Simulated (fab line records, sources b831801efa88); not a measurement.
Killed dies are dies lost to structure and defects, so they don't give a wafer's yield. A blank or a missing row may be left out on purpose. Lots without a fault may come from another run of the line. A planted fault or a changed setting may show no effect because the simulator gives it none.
Problem report in the 8D (eight disciplines) form, filled by code | flow sky130 | the parts of the form that need people (team, actions taken, sign-off) are left out

1. THE PROBLEM
strip_time_to_endpoint_s at SKY_VIA1_STRIP_16 reads a mean of 3.952 s on 2 wafers of 2 lots; wafers without a fault read 4.455 s with a standard deviation of 0.019. That is -26 standard deviations from the usual mean.
The step: strips in O2/N2.
First seen on wafer L879.1, day 37 15:41, on plasma_asher-02. The record holds 31 wafers of 11 lots with a number at this step. Rule for "out", or "out of limits": more than 4 standard deviations from the usual mean. The other wafers with a number count as sound.

2. WHAT IT IS AND WHAT IT IS NOT
question                    | is                                       | is not
which readings at this step | strip_time_to_endpoint_s, oes_product_au | drypump_motor_current_A, o2_flow_sccm
which lots                  | L879, L881                               | L868, L869, L870, L882, L885, L887, L888, L889, L891
which wafers of those lots  | L879.1, L881.6                           | L879.4, L881.3
read on which tools         | plasma_asher-01, plasma_asher-02         | plasma_asher-03
when                        | from day 37 15:41                        | up to then (10 sound wafers); but 19 sound wafers of L881, L882, L885, L887, L888, L889, L891 came after

3. SUSPECTS, AND WHAT RULES EACH OUT
Counting: a tool at a process step up to the reading stays a suspect if it ran every lot that is out. Sound lots after the first of them don't rule it out here, since some wafers of a struck lot are sound.
- rie_metal-03 at SKY_METAL1_DESCUM_17 (chemistry O2, time 8 s): kept. It ran every lot that is out, first L879 (day 36 12:25); its last sound lot up to then is L868 (day 32 08:31).
- litho_track-03 at SKY_VIA1_COAT_07 (resist thk 450 nm): kept. It ran every lot that is out, first L879 (day 37 02:00); its last sound lot up to then is L870 (day 34 08:00).
Left after counting: rie_metal-03 at SKY_METAL1_DESCUM_17, litho_track-03 at SKY_VIA1_COAT_07.

4. THE CAUSE (what the simulator had put in)
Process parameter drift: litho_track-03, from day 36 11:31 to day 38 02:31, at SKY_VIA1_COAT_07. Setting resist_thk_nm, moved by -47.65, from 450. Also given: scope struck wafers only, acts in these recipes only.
Counting left 2 suspects, and this tool is among them.

5. THE CHAIN OF EFFECTS, in route order
Each row: a reading whose mean over the struck wafers that have a number lies more than 3 standard deviations from the usual. Only readings for which the record gives a usual standard deviation are gone through. hours: the time from each lot's start at the first step in this table that gives one to its start at this step, as a median over the lots. sigmas: the change in usual standard deviations.
hours | step              | reading                  | usual      | on struck wafers | change | sigmas
0     | SKY_VIA1_STRIP_16 | oes_product_au           | 0.415 a.u. | 0.392            | -0.023 | -5.5
0     | SKY_VIA1_STRIP_16 | strip_time_to_endpoint_s | 4.455 s    | 3.952            | -0.503 | -26
The process steps in it:
- SKY_VIA1_STRIP_16: strips in O2/N2.

6. WHAT WOULD HAVE CAUGHT IT SOONER
In this record the first reading out of limits was taken at day 37 15:41, 28 hours after the fault began at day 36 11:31.
All the lots that are out (2) had begun SKY_VIA1_COAT_07 on litho_track-03 by day 37 15:41. A hold on the tool at that time would have spared none of them.
